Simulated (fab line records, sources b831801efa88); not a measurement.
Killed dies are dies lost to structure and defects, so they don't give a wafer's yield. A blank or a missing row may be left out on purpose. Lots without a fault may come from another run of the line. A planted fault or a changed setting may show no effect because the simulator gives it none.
Which tool did it? | flow gf180mcu | 6 lots, 18 wafers sampled, at 3 steps of a route of 602

WHAT THE GAUGES READ, wafer by wafer
GF_STI_THK_MEAS_30.
lot  | measured    | on            | STI_OXIDATION_02_THK (nm)
L497 | day 2 11:37 | film_metro-03 | 10.00 10.05 10.09
L500 | day 3 03:11 | film_metro-01 | 9.70 9.66 9.77
L502 | day 3 12:52 | film_metro-04 | 9.50 9.58 9.49
L505 | day 4 03:39 | film_metro-03 | 9.43 9.70 9.69
L507 | day 4 14:24 | film_metro-01 | 10.05 10.22 10.14
L511 | day 5 12:58 | film_metro-01 | 9.96 9.84 9.87

WHICH TOOL RAN EACH LOT (tool, then ch and the chambers of the sampled wafers, then the start)
lot  | GF_STI_ETCH_14                  | GF_STI_STRIP_15
L497 | rie_si-01 ch 0,1, day 2 06:17   | plasma_asher-04 ch 0,1, day 2 06:23
L500 | rie_si-01 ch 1,3, day 2 22:16   | plasma_asher-02 ch 0,1, day 2 22:20
L502 | rie_si-01 ch 1,2,3, day 3 08:35 | plasma_asher-02 ch 0,1, day 3 08:39
L505 | rie_si-02 ch 0,1,3, day 3 23:12 | plasma_asher-03 ch 0,1, day 3 23:16
L507 | rie_si-01 ch 0,3, day 4 09:48   | plasma_asher-02 ch 0,1, day 4 09:55
L511 | rie_si-02 ch 1,2, day 5 07:03   | plasma_asher-04 ch 0,1, day 5 07:07
- GF_STI_ETCH_14: etches Si in HBr/Cl2/O2, target depth 360 nm, time 102.9 s.
- GF_STI_STRIP_15: strips in O2/N2.

THE ANSWER, worked out from the rows above alone
Rule: what is usual is taken from the lots themselves. Put in order of their means at a reading, lots are off if they are a third of the lots or fewer, leave a main group of 4 or more, and stand apart from it by a gap of 3 or more times the standard deviation of the main group's means; of several such gaps the widest counts. A main group whose means are all the same, to the digits that the tables above print for the reading, isn't used. A lot without any number at a reading at which 4 lots or more have one is off too. The other lots that the step has rows for count as sound.
No lot is off at any reading shown: from this, nothing can be told.

WHAT THE SIMULATOR HAD PUT IN
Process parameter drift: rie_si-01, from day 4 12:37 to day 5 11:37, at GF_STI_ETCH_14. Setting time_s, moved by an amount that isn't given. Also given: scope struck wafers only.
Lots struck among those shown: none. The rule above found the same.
